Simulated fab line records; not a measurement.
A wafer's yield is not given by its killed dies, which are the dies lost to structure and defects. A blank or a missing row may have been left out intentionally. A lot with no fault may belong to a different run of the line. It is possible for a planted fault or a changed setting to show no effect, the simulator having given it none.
fab line records | flow sky130
record: lots: 14 wafers: 42 lastDay: 50
route steps=708 shown FIELD_ISO@18 NWELL@79 VT_ADJUST_LVTN@104 VT_ADJUST_PCH@150 PAD_OPEN@708
lots that met no fault: from a run of the same line without faults
startH: hours from the record's opening day to when the first of the lot's shown wafers began | waitH: time in hours since the lot's previous step | " identical to the entry in the row above | L1.1+2: a row that stands for several wafers | - either no value or no given start | * or withheld: withheld | < > ~ a bound
route shown NAME@n: NAME is a module with steps in the file, n the number in the route of the first one | usual: average and standard deviation across the fault-free wafers | same: alike in all rows | chamber/n: place in a boat | sites: the reading at each site | _std_site: their standard deviation | _edge_site: inner sites' mean taken away from outer sites' mean | radiusMm: for every site, how far away it sits from the centre of the wafer | mask NAME#n: copy n | behind: tool/chamber where the wafer was last shaped | hold: reason for holding the lot/hours on hold/outcome of the hold | device: names the non-switching transistor (n, p or np) | end of line: the tests these same wafers got at the end of their route | a step given without rows: its recipe and nothing more | killed: dies that structure and defects cost at the first sort, which is not the same as the wafer's yield | map: a wafer's dies, x killed, . not, _ none there
set.NAME: the run value of the setting; set.NAME@STEP: its run value at that earlier step | model.NAME: the simulator's own value behind a step, which no gauge read
route steps across a sampled set of lots; one table per step, one row per wafer
services: when a tool's chamber went out of use (startH, in hours from the record's first day, below 0 if earlier), for how many hours, and the reason
== steps ==
step: SKY_FIELD_ISO_ETCH_17
recipe: targetDepthA: 3420 maskMaterial: Si3N4 chemistry: HBr/Cl2/O2 target: Si taperDeg: 5 icpW: 600 biasW: 150 pressureMtorr: 15 HBr_flow_sccm: 150 Cl2_flow_sccm: 40 O2_flow_sccm: 6 timeS: 97.7
usual: drypumpMotorCurrentA: 5.7/0.43 oesProductAu: 0.999/0.0085 rfFwdPowerW: 596.3/2.3 throttleValvePct: 25.656/0.0094
columns lot.wafer tool chamber startH waitH drypumpMotorCurrentA oesProductAu rfFwdPowerW rfHoursCounterH throttleValvePct
L726.2 rieSi-02 2 28.89 0.1 5.8 1.015 595.9 156 25.653
L726.3 " 3 " " 5.9 1.006 597.7 148 25.652
L726.4 " 1 " " 5.4 0.995 594.3 95 25.640
L728.1 rieSi-02 2 38.94 0.1 5.8 1.003 594.7 156 25.660
L728.2 " 1 " " 5.5 0.986 596.8 95 25.660
L728.4 " 0 " " 6.3 0.988 594.5 114 25.645
L730.1 rieSi-01 3 50.59 0.1 6.1 1.004 594.4 108 25.658
L730.2 " 1 " " 6.1 0.978 594.9 54 25.675
L730.3 " 0 " " 4.9 0.992 595.5 81 25.646
L732.1 rieSi-02 0 65.44 0.1 6.3 1.022 597.7 114 25.654
L732.3 " 3 " " 6.0 0.999 600.0 149 25.638
L732.6 " 0 " " 6.3 1.003 597.7 - 25.658
L733.4 rieSi-01 2 66.39 0.0 5.3 1.012 593.6 48 25.644
L733.5 " 2 " " 5.4 1.021 598.0 - 25.648
L733.6 " 3 " " 6.1 0.995 599.3 - 25.648
L734.4 rieSi-01 2 73.24 0.0 5.3 1.012 596.0 48 25.636
L734.5 " 0 " " 4.9 0.995 594.6 - 25.652
L734.6 " 1 " " 6.1 0.997 593.7 - 25.669
L735.1 rieSi-02 3 77.59 0.1 6.0 1.006 598.9 149 25.654
L735.2 " 2 " " 5.8 0.993 595.0 0 25.648
L735.3 " 1 " " 5.4 0.999 600.4 95 25.643
L736.3 rieSi-01 0 82.24 0.0 4.9 0.990 593.6 81 25.645
L736.5 " 1 " " 6.1 0.988 597.3 - 25.659
L736.6 " 0 " " 4.9 0.984 593.7 - 25.668
L737.1 rieSi-01 2 86.94 0.1 5.4 1.013 595.5 49 25.637
L737.2 " 3 " " 6.1 0.996 598.5 109 25.665
L737.5 " 0 " " 4.9 1.003 598.6 - 25.661
L738.1 rieSi-01 1 93.83 0.1 6.1 0.941 500.1 54 25.696
L738.2 " 2 " " 5.4 0.953 500.8 49 25.684
L738.5 " 3 " " 6.1 0.947 504.3 - 25.688
L742.1 rieSi-02 0 112.54 0.1 6.3 1.010 595.0 115 25.664
L742.5 " 1 " " 5.5 1.008 595.9 - 25.671
L742.6 " 2 " " 5.8 0.994 597.5 - 25.656
L743.1 rieSi-01 0 117.74 0.1 4.9 0.947 497.4 81 25.691
L743.4 " 3 " " 6.1 0.952 496.6 109 25.688
L743.5 " 1 " " 6.1 0.950 503.0 - 25.683
L746.1 rieSi-02 2 135.09 0.1 5.7 0.990 596.2 1 25.651
L746.3 " 3 " " 5.9 0.994 595.4 0 25.648
L746.4 " 0 " " 6.3 1.004 595.8 115 25.657
L748.1 rieSi-02 1 146.04 0.1 5.5 0.990 598.4 96 25.663
L748.2 " 3 " " 6.0 1.002 593.1 0 25.664
L748.3 " 2 " " 5.8 0.998 595.9 1 25.672
step: SKY_NWELL_TW_MEAS_26
usual: NWELL_2_TW: 500/3.8
columns lot.wafer tool chamber startH waitH NWELL_2_TW
L726.2 filmMetro-04 - 108.87 0.1 495
L726.3 " - " " 497
L726.4 " - " " 497
L728.1 filmMetro-03 - 121.01 0.1 498
L728.2 " - " " 500
L728.4 " - " " 500
L730.1 filmMetro-03 - 130.82 0.1 499
L730.2 " - " " 497
L730.3 " - " " 503
L732.1 filmMetro-02 - 143.52 0.1 504
L732.3 " - " " 501
L732.6 " - " " 502
L733.4 filmMetro-02 - 145.15 0.1 506
L733.5 " - " " 507
L733.6 " - " " 505
L734.4 filmMetro-04 - 154.55 0.1 496
L734.5 " - " " 499
L734.6 " - " " 497
L735.1 filmMetro-02 - 158.56 0.1 505
L735.2 " - " " 508
L735.3 " - " " 505
L736.3 filmMetro-02 - 163.38 0.1 505
L736.5 " - " " 505
L736.6 " - " " 506
L737.1 filmMetro-04 - 167.11 0.1 499
L737.2 " - " " 498
L737.5 " - " " 495
L738.1 filmMetro-04 - 176.61 0.1 499
L738.2 " - " " 499
L738.5 " - " " 500
L742.1 filmMetro-04 - 205.91 0.1 498
L742.5 " - " " 496
L742.6 " - " " 496
L743.1 filmMetro-04 - 209.77 0.1 496
L743.4 " - " " 495
L743.5 " - " " 497
L746.1 filmMetro-02 - 226.21 0.1 503
L746.3 " - " " 502
L746.4 " - " " 504
L748.1 filmMetro-04 - 246.41 0.1 498
L748.2 " - " " 498
L748.3 " - " " 502
step: SKY_VT_ADJUST_LVTN_OVL_MEAS_07
usual: VT_ADJUST_LVTN_OVL: 0.3/1.5
columns lot.wafer tool chamber startH waitH VT_ADJUST_LVTN_OVL[nm]
L726.2 overlay-02 - 146.73 - 1.5
L726.3 " - " " -1.0
L726.4 " - " " -1.6
L728.1 overlay-02 - 159.82 - 1.1
L728.2 " - " " 1.9
L728.4 " - " " 0.8
L730.1 overlay-01 - 169.82 - 0.7
L730.2 " - " " 1.9
L730.3 " - " " 0.1
L732.1 overlay-02 - 183.42 - 2.5
L732.3 " - " " 4.7
L732.6 " - " " 0.9
L733.4 overlay-01 - 185.59 - -1.4
L733.5 " - " " -0.1
L733.6 " - " " -2.4
L734.4 overlay-01 - 194.94 - -2.1
L734.5 " - " " -3.2
L734.6 " - " " -0.2
L735.1 overlay-01 - 199.43 - 2.3
L735.2 " - " " 1.3
L735.3 " - " " 2.3
L736.3 overlay-02 - 205.28 - -0.7
L736.5 " - " " -1.0
L736.6 " - " " 0.0
L737.1 overlay-02 - 209.72 - 0.5
L737.2 " - " " 1.0
L737.5 " - " " 1.3
L738.1 overlay-02 - 219.32 - 2.8
L738.2 " - " " 2.4
L738.5 " - " " -0.2
L742.1 overlay-02 - 253.37 - 4.6
L742.5 " - " " 2.9
L742.6 " - " " 2.4
L743.1 overlay-02 - 256.47 - 0.3
L743.4 " - " " -1.1
L743.5 " - " " -0.2
L746.1 overlay-02 - 273.48 - 1.2
L746.3 " - " " 0.9
L746.4 " - " " 1.2
L748.1 overlay-02 - 295.62 - -2.3
L748.2 " - " " 0.5
L748.3 " - " " 1.3
step: SKY_VT_ADJUST_PCH_OVL_MEAS_07
usual: VT_ADJUST_PCH_OVL: 1.0/1.7
columns lot.wafer tool chamber startH waitH VT_ADJUST_PCH_OVL[nm]
L726.2 overlay-02 - 231.73 - 2.6
L726.3 " - " " 2.2
L726.4 " - " " 3.0
L728.1 overlay-02 - 247.12 - 2.8
L728.2 " - " " 1.4
L728.4 " - " " 3.2
L730.1 overlay-02 - 259.37 - 1.8
L730.2 " - " " 3.0
L730.3 " - " " 1.7
L732.1 overlay-02 - 274.67 - 4.1
L732.3 " - " " 2.0
L732.6 " - " " 3.6
L733.4 overlay-02 - 278.14 - 2.5
L733.5 " - " " 3.2
L733.6 " - " " 3.3
L734.4 overlay-02 - 288.54 - 1.0
L734.5 " - " " 0.0
L734.6 " - " " -0.5
L735.1 overlay-01 - 293.67 - -0.3
L735.2 " - " " 2.1
L735.3 " - " " -0.3
L736.3 overlay-02 - 300.78 - -0.5
L736.5 " - " " 0.3
L736.6 " - " " -3.5
L737.1 overlay-01 - 305.57 - -1.4
L737.2 " - " " 1.1
L737.5 " - " " -1.0
L738.1 overlay-02 - 317.22 - 2.6
L738.2 " - " " 1.9
L738.5 " - " " 1.6
L742.1 overlay-01 - 356.57 - -1.5
L742.5 " - " " -1.6
L742.6 " - " " -1.9
L743.1 overlay-01 - 359.32 - 2.7
L743.4 " - " " 3.7
L743.5 " - " " 0.8
L746.1 overlay-01 - 379.62 - 1.2
L746.3 " - " " 1.5
L746.4 " - " " 0.1
L748.1 overlay-02 - 406.02 - 1.9
L748.2 " - " " 1.6
L748.3 " - " " 2.0
step: SKY_PAD_OPEN_PROBE_99
usual: killed_at_M0_to_M3: 44/7 killed_at_M4_up: 3.4/1.7 killedAtContacts: 24/4.9 killedAtFrontEnd: 15/4.5 killedAtOther: 0.4/0.61 killedDies: 86/9.7 killedOpen: 47/7.1 killedShort: 39/6.1
same: grossDies: 492 killedAtBackSide: 0
columns lot.wafer tool chamber startH waitH killed_at_M0_to_M3 killed_at_M4_up killedAtContacts killedAtFrontEnd killedAtOther killedDies killedOpen killedShort
L734.4 prober-02 - 1127.14 0.2 52 2 23 13 0 90 56 33
L734.5 prober-02 - 1127.19 0.2 39 4 23 14 0 80 43 37
L734.6 prober-02 - 1127.24 0.2 55 1 20 17 0 93 53 40
L736.3 prober-02 - 1136.25 0.2 42 6 20 17 1 86 44 41
L736.5 prober-02 - 1136.35 0.2 47 4 20 17 1 89 55 34
L736.6 prober-02 - 1136.40 0.2 49 0 26 16 0 91 44 47
L737.1 prober-01 - 1146.21 0.1 43 4 21 9 0 77 48 29
L737.2 prober-01 - 1146.26 0.1 41 2 20 29 1 93 51 42
L737.5 prober-01 - 1146.41 0.2 47 6 20 18 0 91 51 39
L738.1 prober-02 - 1147.21 0.1 45 3 24 20 0 92 49 43
L738.2 prober-02 - 1147.26 0.1 36 4 18 16 0 74 42 32
L738.5 prober-02 - 1147.41 0.2 44 4 29 14 0 91 50 41
L743.1 prober-01 - 1177.54 0.1 36 3 22 17 0 78 38 40
L743.4 prober-01 - 1177.69 0.2 40 2 22 8 2 74 44 30
L743.5 prober-01 - 1177.74 0.2 53 5 23 16 0 97 47 49
killed by level:class
L734.4 VIA1:geometricParticle:open=13 VIA2:geometricParticle:open=10 VIA3:geometricParticle:open=8 CONTACT:geometricParticle:open=7 LI_CONTACT:geometricParticle:open=6 LOCAL_INTERCONNECT:geometricParticle:short=5 METAL1:geometricParticle:short=5 VIA1:geometricParticle:short=5
L734.5 VIA1:geometricParticle:open=11 FIELD_ISO:geometricParticle:short=7 LOCAL_INTERCONNECT:geometricParticle:short=7 LI_CONTACT:geometricParticle:open=6 CONTACT:geometricParticle:open=6 VIA1:geometricParticle:short=6 VIA2:geometricParticle:open=6 METAL1:geometricParticle:open=4
L734.6 VIA1:geometricParticle:open=12 CONTACT:geometricParticle:open=11 VIA3:geometricParticle:open=8 VIA1:geometricParticle:short=7 VIA2:geometricParticle:short=7 VIA2:geometricParticle:open=6 METAL1:geometricParticle:short=5 POLY_GATE:geometricParticle:short=4
L736.3 VIA1:geometricParticle:open=10 VIA3:geometricParticle:open=7 LI_CONTACT:geometricParticle:open=6 METAL1:geometricParticle:short=6 FIELD_ISO:geometricParticle:short=5 CONTACT:geometricParticle:open=5 FIELD_ISO:geometricParticle:open=4 METAL2:geometricParticle:short=4
L736.5 CONTACT:geometricParticle:open=11 VIA3:geometricParticle:open=10 FIELD_ISO:geometricParticle:open=8 VIA2:geometricParticle:open=8 VIA1:geometricParticle:open=7 METAL1:geometricParticle:short=5 VIA3:geometricParticle:short=4 CONTACT:geometricParticle:short=3
L736.6 VIA1:geometricParticle:open=10 METAL1:geometricParticle:short=7 VIA2:geometricParticle:open=6 LI_CONTACT:geometricParticle:open=6 VIA2:geometricParticle:short=6 LI_CONTACT:geometricParticle:short=5 CONTACT:geometricParticle:open=5 CONTACT:geometricParticle:short=5
L737.1 VIA3:geometricParticle:open=9 VIA1:geometricParticle:open=8 VIA2:geometricParticle:open=7 METAL1:geometricParticle:short=7 LI_CONTACT:geometricParticle:open=6 CONTACT:geometricParticle:open=6 CONTACT:geometricParticle:short=5 METAL2:geometricParticle:short=5
L737.2 CONTACT:geometricParticle:open=9 VIA2:geometricParticle:open=8 VIA3:geometricParticle:open=8 VIA1:geometricParticle:open=7 POLY_GATE:geometricParticle:short=6 FIELD_ISO:geometricParticle:open=5 FIELD_ISO:geometricParticle:short=5 POLY_GATE:geometricParticle:open=5
L737.5 VIA3:geometricParticle:open=10 CONTACT:geometricParticle:open=8 VIA1:geometricParticle:open=7 METAL1:geometricParticle:short=6 VIA2:geometricParticle:open=6 FIELD_ISO:geometricParticle:open=5 POLY_GATE:geometricParticle:open=5 METAL2:geometricParticle:short=5
L738.1 VIA1:geometricParticle:open=10 FIELD_ISO:geometricParticle:short=9 VIA2:geometricParticle:open=9 VIA3:geometricParticle:open=8 CONTACT:geometricParticle:short=7 FIELD_ISO:geometricParticle:open=6 LI_CONTACT:geometricParticle:open=5 LOCAL_INTERCONNECT:geometricParticle:short=5
L738.2 VIA1:geometricParticle:open=12 VIA3:geometricParticle:open=6 VIA2:geometricParticle:open=6 CONTACT:geometricParticle:short=5 POLY_GATE:geometricParticle:open=4 POLY_GATE:geometricParticle:short=4 METAL2:geometricParticle:short=4 FIELD_ISO:geometricParticle:open=3
L738.5 CONTACT:geometricParticle:open=11 VIA1:geometricParticle:open=10 VIA3:geometricParticle:open=7 LOCAL_INTERCONNECT:geometricParticle:short=6 FIELD_ISO:geometricParticle:open=5 VIA2:geometricParticle:open=5 CONTACT:geometricParticle:short=5 METAL2:geometricParticle:short=5
L743.1 VIA1:geometricParticle:open=7 POLY_GATE:geometricParticle:open=6 LI_CONTACT:geometricParticle:open=6 METAL1:geometricParticle:short=6 LOCAL_INTERCONNECT:geometricParticle:short=5 VIA1:geometricParticle:short=5 METAL2:geometricParticle:short=4 VIA3:geometricParticle:open=4
L743.4 VIA1:geometricParticle:open=12 LI_CONTACT:geometricParticle:open=9 VIA3:geometricParticle:open=9 LOCAL_INTERCONNECT:geometricParticle:short=4 CONTACT:geometricParticle:open=4 VIA3:geometricParticle:short=4 FIELD_ISO:geometricParticle:open=3 LI_CONTACT:geometricParticle:short=3
L743.5 VIA1:geometricParticle:open=11 VIA2:geometricParticle:open=9 METAL2:geometricParticle:short=8 CONTACT:geometricParticle:open=7 METAL1:geometricParticle:short=7 LOCAL_INTERCONNECT:geometricParticle:short=6 POLY_GATE:geometricParticle:open=5 VIA3:geometricParticle:open=5
== services ==
columns tool chamber startH hours kind
rieSi-02 2 51.89 - clean
rieSi-02 2 51.89 20.8 scheduledDown
rieSi-02 2 51.89 20.8 ventCycle
rieSi-02 3 86.22 - clean
rieSi-02 3 86.22 20.6 scheduledDown
rieSi-02 3 86.22 20.6 ventCycle
rieSi-02 2 97.34 4.9 repair
rieSi-01 - 101.47 14.6 pm
rieSi-02 0 140.70 14.6 repair
== key ==
firstSign: step: SKY_FIELD_ISO_ETCH_17 reading: rfFwdPowerW direction: down sigmas: 43 usual: 596.3 struck: 500.4
effect: step: SKY_FIELD_ISO_ETCH_17 reading: oesProductAu direction: down sigmas: 5.9 usual: 0.999 struck: 0.948
metAt SKY_FIELD_ISO_ETCH_17
struckLots L738,L743
testerLeftOut L738,L743
notActingAt SKY_NWELL_TW_MEAS_26,SKY_VT_ADJUST_LVTN_OVL_MEAS_07,SKY_VT_ADJUST_PCH_OVL_MEAS_07
onsetBetween 86.94 93.83
fault: kind: processParameterDrift tool: rieSi-01 chamber: - onsetH: 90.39 steps: SKY_FIELD_ISO_ETCH_17 channel: icpW offset: -96 shape: step endH: 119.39 actsIn: theseRecipesOnly stated: 600
testerLeftOut: of these lots the tester's yield and bins aren't shown, on N5 and GAA mostly nor the transistor test; their killed dies are dies lost to structure and defects alone, not to doping, threshold or leakage, so they don't give the yield
